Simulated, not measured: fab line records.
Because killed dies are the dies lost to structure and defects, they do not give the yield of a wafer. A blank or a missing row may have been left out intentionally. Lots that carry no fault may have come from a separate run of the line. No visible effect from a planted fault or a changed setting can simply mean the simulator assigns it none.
Struck lot and sound lot, side by side | flow sky130 | 17 out of 708 route steps
Sound: the wafers L965.1, L965.4, L965.5. Struck: wafer L964.2 (L964.5, L964.6, from the same lot, were not struck and are left out); the cause is given at the end.
For every step that has rows: the tool of each side, followed by ch and its chambers, followed by its first start. Under that, the readings that differ: sound wafers | struck wafers | difference of the means | sigmas: that difference in standard deviations of wafers without a fault.
alike: words and numbers the same on both sides, and readings whose means are apart by under 2 such deviations; not compared: readings that were withheld, readings missing a value for some wafer, numbers with overlapping values and no deviation given by the record, and bounds like >300 which may hide the same value.
A row with sigmas, a row that says differs or no value, or rows on one side alone: a step with any of these is where the two part. When numbers do not overlap yet have no deviation, they are printed without sigmas and do not part them. A reading that every wafer of one side lacks parts them only if that side has two wafers or more.

first, 2 steps without rows for these wafers: SKY_LOCAL_INTERCONNECT_PEB_09; SKY_LOCAL_INTERCONNECT_DEVELOP_10 (develop time 60 s).
SKY_LOCAL_INTERCONNECT_CD_MEAS_11: the cd target is 170 nm.
  sound: cd sem-01 at day 35 07:14; struck: cd sem-02 at day 35 03:08
  reading    | sound             | struck | difference | sigmas
  cd nm (nm) | 172.7 172.3 172.5 | 167.3  | -5.2       | -3
SKY_LOCAL_INTERCONNECT_OVL_MEAS_12:
  sound: overlay-01 at day 35 07:21; struck: overlay-01 at day 35 03:14
  alike: LOCAL_INTERCONNECT_OVL
SKY_LOCAL_INTERCONNECT_ETCH_13: etches BARC in N2/H2, stops on SiO2, time 45.9 s, target depth 60 nm.
  sound on rie metal-02 ch 0, day 35 07:23; struck on rie metal-02 ch 0, day 35 03:16
  alike: drypump motor current A, oes product au, throttle valve pct
  not compared: rf hours counter h
SKY_LOCAL_INTERCONNECT_METAL_ETCH_14: etches TiN in Cl2/BCl3, stops on PSG, target depth 110 nm, time 31.4 s.
  sound on rie metal-02 ch 0, day 35 07:26; struck on rie metal-02 ch 0, day 35 03:20
  alike: drypump motor current A, oes product au, throttle valve pct
  not compared: rf hours counter h
SKY_LOCAL_INTERCONNECT_STRIP_15: strips in O2/N2.
  sound on plasma asher-02 ch 0, day 35 07:30; struck on plasma asher-03 ch 0, day 35 03:23
  alike: drypump motor current A, oes product au, strip time to endpoint s
  not compared: rf hours counter h
then, 3 steps without rows for these wafers: SKY_LOCAL_INTERCONNECT_STRIP_16 (strips in post etch residue remover, time 1200 s); SKY_LOCAL_INTERCONNECT_CLEAN_17 (cleans in IPA, time 180 s); SKY_LOCAL_INTERCONNECT_CLEAN_18 (cleans in O3/DIW).
SKY_CONTACT_CVD_00: deposits Si3N4, target thk 75 nm.
  sound on pecvd-03 ch 1,2, day 35 08:05; struck on pecvd-03 ch 2, day 35 03:58
  alike: heater power w
SKY_CONTACT_THK_MEAS_01:
  sound: film metro-03 at day 35 08:07; struck: film metro-03 at day 35 04:01
  reading                 | sound          | struck | difference | sigmas
  CONTACT_CVD_00_THK (nm) | 75.5 76.4 76.2 | 72.4   | -3.6       | -3
SKY_CONTACT_HDPCVD_02: deposits SiO2, target thk 565 nm, time 94.2 s.
  sound on hdpcvd-01 ch 0,1,2, day 35 08:11; struck on hdpcvd-02 ch 1, day 35 04:04
  reading                                     | sound             | struck | difference | sigmas
  run length s (s)                            | 122.6 121.4 122.8 | 102.3  | -20.0      | -34
  model.SiO2_of_CONTACT_HDPCVD_02.thk nm (nm) | 573.5 562.4 573.5 | 439.1  | -130.7     |
SKY_CONTACT_THK_MEAS_03:
  sound: film metro-03 at day 35 08:15; struck: film metro-04 at day 35 04:09
  reading                 | sound       | struck | difference | sigmas
  CONTACT_HDPCVD_THK (nm) | 573 562 574 | 439    | -131       | -19
SKY_CONTACT_CMP_04: polishes SiO2.
  sound on cmp-02 ch 0,1,3, day 35 08:22; struck on cmp-01 ch 1, day 35 04:12
  reading                | sound    | struck | difference | sigmas
  time to endpoint s (s) | 84 76 86 | 41     | -41        | -6
  alike: motor current A, slurry filter dp kPa
SKY_CONTACT_BOW_MEAS_05:
  sound: film metro-04 at day 35 08:37; struck: film metro-02 at day 35 04:31
  alike: CONTACT_BOW
-- the record jumps here: 14 days lie between the struck wafers' starts before and after (it left off in module CONTACT and takes up again in module PAD_OPEN, whose first step shown is number 708 of the route) --
SKY_PAD_OPEN_PROBE_99:
  sound: prober-01 at day 49 14:20; struck: prober-02 at day 49 09:27
  reading            | sound    | struck | difference | sigmas
  killed_at_M0_to_M3 | 35 41 33 | 55     | +19        | +3
  killed_at_M4_up    | 4 1 0    | 6      | +4         | +2
  killed dies        | 83 85 67 | 99     | +21        | +2
  alike: killed at contacts, killed at front end, killed at other, killed open, killed short

## WHERE THEY PART
Earliest at SKY_LOCAL_INTERCONNECT_CD_MEAS_11; latest, in this record, at SKY_PAD_OPEN_PROBE_99.

WHY: whatever the simulator had introduced
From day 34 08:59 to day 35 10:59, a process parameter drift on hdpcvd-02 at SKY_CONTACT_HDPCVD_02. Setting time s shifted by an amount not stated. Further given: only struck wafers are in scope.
